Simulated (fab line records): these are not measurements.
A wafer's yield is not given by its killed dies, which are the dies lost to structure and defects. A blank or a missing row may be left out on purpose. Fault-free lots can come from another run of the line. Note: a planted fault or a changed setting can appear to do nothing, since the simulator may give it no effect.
fab line records	flow gf180mcu	part 2 of 2: steps 27 to 37 of 37
record: lots: 5	wafers: 15	last-day: 34
route steps=602 shown HV_LDD@223 NSD@235 PSD@248
lots untouched by any fault: they come from a run of this same line in which no faults occurred
start-h: hours from the record's first day to the start of the lot's first wafer shown	wait-h: time in hours since the lot's previous step	" repeats the value in the row above	L1.1+2: a single row standing in for several wafers	- no value present, or no start provided	* or withheld: withheld	< > ~ a bound
route shown NAME@n: names a module that has steps shown in the file, with the first one's number in the route	usual: average and standard deviation across the fault-free wafers	same: alike in all rows	chamber/n: place in a boat	sites: each site's reading	_std_site: the values' standard deviation	_edge_site: outer sites' mean less inner sites'	radius-mm: how far each site lies from the wafer's centre	mask NAME#n: copy n	behind: tool/chamber where the wafer was last shaped	hold: reason for holding the lot/hours on hold/outcome of the hold	device: names the non-switching transistor (n, p or np)	end of line: the tests these same wafers got at the end of their route	a step without rows: its recipe alone	killed: dies lost to structure and defects at the first sort, not the wafer's yield	map: per-die view of a wafer (x killed, . not killed, _ where there is no die)
set.NAME: the setting the step ran with; set.NAME@STEP: the setting that earlier step ran with	model.NAME: the simulator's own value behind a step, which no gauge read
lots at selected steps of the route; one table per step, one row per wafer
services: a tool's chamber out of use, with start hour (start-h, from the record's first day; less than 0 if before it), hours out, and reason
== steps ==
step: GF_PSD_HMDS_01
recipe: prime-time-s: 60	prime-temp-c: 120
usual: prime-temp-c: 119.99/0.16
lot.wafer	tool	chamber	start-h	wait-h	prime-temp-c
L075.1	litho-track-01	0	315.56	0.1	119.94
L075.3	"	0	"	"	119.92
L075.5	"	0	"	"	119.93
L076.1	litho-track-04	0	330.11	0.1	120.02
L076.3	"	0	"	"	119.94
L076.5	"	0	"	"	119.88
L083.1	litho-track-04	0	391.41	0.1	120.04
L083.2	"	0	"	"	119.91
L083.5	"	0	"	"	119.75
L089.1	litho-track-04	0	443.46	0.1	120.11
L089.3	"	0	"	"	119.89
L089.4	"	0	"	"	120.08
L093.3	litho-track-02	0	478.99	0.1	119.81
L093.4	"	0	"	"	119.91
L093.6	"	0	"	"	119.73
step: GF_PSD_COAT_02
recipe: resist: NOVOLAK	spin-rpm: 3000	resist-thk-nm: 1000
lot.wafer	tool	chamber	start-h	wait-h
L075.1+3+5	litho-track-01	0	315.71	0.1
L076.1+3+5	litho-track-04	0	330.26	0.1
L083.1+2+5	litho-track-04	0	391.56	0.1
L089.1+3+4	litho-track-04	0	443.61	0.1
L093.3+4+6	litho-track-02	0	479.14	0.1
step: GF_PSD_SOFTBAKE_03
recipe: temp-c: 90	time-s: 60	resist: NOVOLAK
lot.wafer	tool	chamber	start-h	wait-h
L075.1+3+5	litho-track-01	0	315.86	0.1
L076.1+3+5	litho-track-04	0	330.41	0.1
L083.1+2+5	litho-track-04	0	391.71	0.1
L089.1+3+4	litho-track-04	0	443.76	0.1
L093.3+4+6	litho-track-02	0	479.29	0.1
step: GF_PSD_EXPOSE_04
recipe: mask-id: Pplus	target-cd-nm: 400	na: 0.6	source-shape: conventional	sigma-outer: 0.6	dose-mj: 140
usual: stage-vel-mm-s: 499.99/0.27
lot.wafer	tool	chamber	start-h	wait-h	mask	stage-vel-mm-s
L075.1	iline-stepper-01	0	-	-	Pplus#0	500.35
L075.3	"	0	"	"	Pplus#0	500.12
L075.5	"	0	"	"	Pplus#0	499.95
L076.1	iline-stepper-01	0	-	-	Pplus#0	500.05
L076.3	"	0	"	"	Pplus#0	499.90
L076.5	"	0	"	"	Pplus#0	500.09
L083.1	iline-stepper-02	0	-	-	Pplus#0	499.69
L083.2	"	0	"	"	Pplus#0	499.90
L083.5	"	0	"	"	Pplus#0	499.72
L089.1	iline-stepper-01	0	-	-	Pplus#0	500.16
L089.3	"	0	"	"	Pplus#0	500.24
L089.4	"	0	"	"	Pplus#0	500.06
L093.3	iline-stepper-01	0	-	-	Pplus#0	499.97
L093.4	"	0	"	"	Pplus#0	499.77
L093.6	"	0	"	"	Pplus#0	499.88
step: GF_PSD_PEB_05
recipe: temp-c: withheld	time-s: *	resist: NOVOLAK
lot.wafer	tool	chamber	start-h	wait-h
L075.1+3+5	litho-track-04	0	-	-
L076.1+3+5	litho-track-02	0	-	-
L083.1+2+5	litho-track-02	0	-	-
L089.1+3+4	litho-track-02	0	-	-
L093.3+4+6	litho-track-04	0	-	-
step: GF_PSD_DEVELOP_06
recipe: develop-time-s: 60	dev-temp-c: 23
lot.wafer	tool	chamber	start-h	wait-h
L075.1+3+5	litho-track-04	0	325.71	0.1
L076.1+3+5	litho-track-02	0	341.59	0.1
L083.1+2+5	litho-track-02	0	402.64	0.1
L089.1+3+4	litho-track-02	0	455.19	0.1
L093.3+4+6	litho-track-04	0	491.26	0.1
step: GF_PSD_CD_MEAS_07
recipe: target-cd-nm: 400
usual: cd-nm: 399.9/2.4
lot.wafer	tool	chamber	start-h	wait-h	cd-nm
L075.1	cd-sem-01	-	325.86	0.1	403.2
L075.3	"	-	"	"	402.6
L075.5	"	-	"	"	402.2
L076.1	cd-sem-02	-	341.74	0.1	402.2
L076.3	"	-	"	"	402.6
L076.5	"	-	"	"	402.2
L083.1	cd-sem-01	-	402.79	0.1	399.2
L083.2	"	-	"	"	399.6
L083.5	"	-	"	"	400.3
L089.1	cd-sem-02	-	455.34	0.1	401.1
L089.3	"	-	"	"	402.6
L089.4	"	-	"	"	399.1
L093.3	cd-sem-02	-	491.40	0.1	397.5
L093.4	"	-	"	"	399.0
L093.6	"	-	"	"	400.1
step: GF_PSD_OVL_MEAS_08
usual: PSD_OVL: 0.0/1.4
lot.wafer	tool	chamber	start-h	wait-h	PSD_OVL[nm]
L075.1	overlay-01	-	325.98	0.1	-0.4
L075.3	"	-	"	"	0.8
L075.5	"	-	"	"	1.5
L076.1	overlay-02	-	341.86	0.1	1.7
L076.3	"	-	"	"	2.2
L076.5	"	-	"	"	0.6
L083.1	overlay-01	-	402.91	0.1	-2.4
L083.2	"	-	"	"	-1.0
L083.5	"	-	"	"	-0.2
L089.1	overlay-02	-	455.46	0.1	-0.6
L089.3	"	-	"	"	0.0
L089.4	"	-	"	"	-3.1
L093.3	overlay-01	-	491.49	0.1	-1.9
L093.4	"	-	"	"	-3.4
L093.6	"	-	"	"	-1.2
step: GF_PSD_IMPLANT_09
recipe: species: BF2	energy-kev: 40	dose-cm2: 1.5e+15	tilt-deg: 7
usual: beam-energy-keV: 40.000/0.014	beam-on-s: 10.01/0.2
lot.wafer	tool	chamber	start-h	wait-h	beam-energy-keV	beam-on-s
L075.1	implanter-01	0	326.02	0.0	40.010	10.17
L075.3	"	0	"	"	40.014	9.68
L075.5	"	0	"	"	40.000	9.89
L076.1	implanter-04	0	341.90	0.0	40.018	10.27
L076.3	"	0	"	"	39.996	10.03
L076.5	"	0	"	"	40.000	10.38
L083.1	implanter-01	0	402.95	0.0	39.995	9.94
L083.2	"	0	"	"	40.007	10.32
L083.5	"	0	"	"	40.024	9.81
L089.1	implanter-04	0	455.50	0.0	40.002	9.89
L089.3	"	0	"	"	40.007	9.97
L089.4	"	0	"	"	39.986	10.23
L093.3	implanter-03	0	491.57	0.1	39.988	10.18
L093.4	"	0	"	"	39.994	9.76
L093.6	"	0	"	"	39.972	9.93
step: GF_PSD_STRIP_10
recipe: chemistry: O2/N2	power-w: 1400	pressure-mtorr: 1500	platen-temp-c: 250	o2-flow-sccm: 3000	n2-flow-sccm: 300	overash-fraction: 0.5
usual: drypump-motor-current-A: 5.4/0.39	heater-power-w: 324/28	o2-flow-sccm: 3000/7.5	oes-product-au: 0.591/0.0048	strip-time-to-endpoint-s: 16.53/0.038
lot.wafer	tool	chamber	start-h	wait-h	drypump-motor-current-A	heater-power-w	o2-flow-sccm	oes-product-au	rf-hours-counter-h	strip-time-to-endpoint-s
L075.1	plasma-asher-04	0	326.17	0.1	5.3	319	3006	0.592	67	16.54
L075.3	"	0	"	"	5.3	329	2987	0.591	-	16.58
L075.5	"	1	"	"	6.0	349	2987	0.588	-	16.53
L076.1	plasma-asher-02	1	342.05	0.1	5.5	359	2988	0.581	71	16.46
L076.3	"	1	"	"	5.5	369	2991	0.595	-	16.47
L076.5	"	1	"	"	5.5	366	2990	0.594	-	16.43
L083.1	plasma-asher-04	1	403.10	0.1	6.0	352	3000	0.590	75	16.53
L083.2	"	0	"	"	5.3	323	3000	0.589	75	16.51
L083.5	"	0	"	"	5.3	315	2989	0.591	-	16.52
L089.1	plasma-asher-04	1	455.65	0.1	6.0	371	3012	0.591	2	16.48
L089.3	"	1	"	"	6.0	360	3003	0.591	-	16.53
L089.4	"	0	"	"	5.2	305	2992	0.604	-	16.53
L093.3	plasma-asher-03	0	491.70	0.1	5.1	329	3009	0.589	-	16.57
L093.4	"	1	"	"	5.6	294	2991	0.595	-	16.53
L093.6	"	0	"	"	5.2	329	3008	0.591	-	16.57
step: GF_PSD_TW_MEAS_11
usual: PSD_TW: 3181/28
lot.wafer	tool	chamber	start-h	wait-h	PSD_TW
L075.1	film-metro-04	-	326.27	0.1	3151
L075.3	"	-	"	"	3152
L075.5	"	-	"	"	3148
L076.1	film-metro-04	-	342.15	0.1	3166
L076.3	"	-	"	"	3138
L076.5	"	-	"	"	3124
L083.1	film-metro-02	-	403.20	0.1	3167
L083.2	"	-	"	"	3166
L083.5	"	-	"	"	3171
L089.1	film-metro-04	-	455.75	0.1	3118
L089.3	"	-	"	"	3126
L089.4	"	-	"	"	3129
L093.3	film-metro-02	-	491.79	0.1	3197
L093.4	"	-	"	"	3203
L093.6	"	-	"	"	3195
== services ==
tool	chamber	start-h	hours	kind
implanter-02	-	275.57	4.9	pm
lpcvd-02	-	296.25	26.2	repair
iline-stepper-02	-	301.15	3.2	repair
plasma-asher-03	-	301.62	14.6	pm
lpcvd-02	-	306.71	2.2	repair
implanter-01	-	310.54	2.3	repair
implanter-04	-	318.11	3.4	repair
implanter-04	-	320.09	2.1	repair
implanter-03	-	325.91	5.7	repair
lpcvd-02	-	329.63	1.3	repair
rtp-anneal-02	-	335.60	5.0	pm
implanter-01	-	339.14	1.2	repair
lpcvd-01	-	340.22	17.2	pm
iline-stepper-01	-	349.38	1.7	pm
implanter-01	-	353.21	2.0	repair
wet-bench-04	-	363.31	1.0	repair
wet-bench-04	-	363.67	4.6	repair
iline-stepper-01	-	378.28	2.1	pm
plasma-asher-03	-	413.87	2.8	pm
implanter-02	-	418.71	27.7	pm
plasma-asher-04	-	421.25	9.0	pm
implanter-01	-	448.65	2.0	repair
plasma-asher-04	-	451.01	1.0	repair
iline-stepper-02	-	471.01	1.7	pm
